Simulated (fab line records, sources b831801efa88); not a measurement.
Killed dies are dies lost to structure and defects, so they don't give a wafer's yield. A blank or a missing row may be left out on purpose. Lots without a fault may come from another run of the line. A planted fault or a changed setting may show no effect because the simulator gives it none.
A struck lot beside a sound one | flow sky130 | 14 steps out of a route of 708
Sound: wafers L578.2, L578.3, L578.5. Struck: wafers L577.1, L577.2, L577.4. The cause comes at the end.
At each step with rows: each side's tool, then ch and its chambers, then its first start. Under that, the readings that differ: sound wafers | struck wafers | difference of the means | sigmas: that difference in standard deviations of wafers without a fault.
alike: readings whose means differ by less than 2 such deviations, and words and numbers that are the same on both sides. not compared: withheld readings, readings that some wafer has no value for, bounds like >300 that may hide the same value, and numbers for which the record gives no deviation and whose values overlap.
The two part at a step that has a row with sigmas, a row that says differs or no value, or rows on one side only. Numbers that don't overlap but have no deviation are shown without sigmas and don't part them. A reading that every wafer of one side lacks parts them only if that side has two wafers or more.

first, 1 step without rows for these wafers: SKY_POLY_GATE_IMPLANT_02.
SKY_RES_PROTECT_STRIP_07: strips in O2/N2.
  sound on plasma_asher-03 ch 1, day 19 03:36; struck on plasma_asher-02 ch 0,1, day 18 16:49
  reading                     | sound          | struck         | difference | sigmas
  drypump_motor_current_A (A) | 5.31 5.30 5.30 | 5.74 5.84 5.77 | +0.48      | +2
  alike: oes_product_au, strip_time_to_endpoint_s
  not compared: rf_hours_counter_h
SKY_RES_PROTECT_TW_MEAS_08:
  sound on film_metro-01, day 19 03:43; struck on film_metro-03, day 18 16:55
  alike: POLY_GATE_TW
then, 2 steps without rows for these wafers: SKY_RES_PROTECT_CLEAN_09 (cleans in SC1/SC2, time 150 s); SKY_POLY_GATE_CVD_03 (deposits Si3N4 from DCS/NH3, target thk 75 nm, time 1290 s).
SKY_POLY_GATE_THK_MEAS_04:
  sound on film_metro-01, day 19 06:51; struck on film_metro-03, day 18 18:40
  reading                   | sound          | struck         | difference | sigmas
  POLY_GATE_CVD_03_THK (nm) | 75.8 76.0 75.6 | 74.4 74.6 74.5 | -1.3       | -2
then, 6 steps without rows for these wafers: SKY_POLY_GATE_DEHYDRATE_05 (time 60 s); SKY_POLY_GATE_HMDS_06 (prime time 60 s); SKY_POLY_GATE_COAT_07 (resist thk 110 nm); SKY_POLY_GATE_COAT_08 (resist thk 450 nm); SKY_POLY_GATE_SOFTBAKE_09 (time 90 s); SKY_POLY_GATE_EXPOSE_10 (exposes mask P1M, target cd 150 nm).
SKY_POLY_GATE_PEB_11:
  sound on litho_track-04 ch 0, day 20 14:00; struck on litho_track-04, day 20 01:00
  reading         | sound          | struck | difference                    | sigmas
  exhaust_pa (Pa) | 44.0 45.9 44.7 | - - -  | no value on the struck wafers |
  not compared: chill_plate_temp_C
then, 1 step without rows for these wafers: SKY_POLY_GATE_DEVELOP_12 (develop time 60 s).

WHERE THEY PART
First at SKY_RES_PROTECT_STRIP_07; last, within this record, at SKY_POLY_GATE_PEB_11.

WHY: what the simulator had put in
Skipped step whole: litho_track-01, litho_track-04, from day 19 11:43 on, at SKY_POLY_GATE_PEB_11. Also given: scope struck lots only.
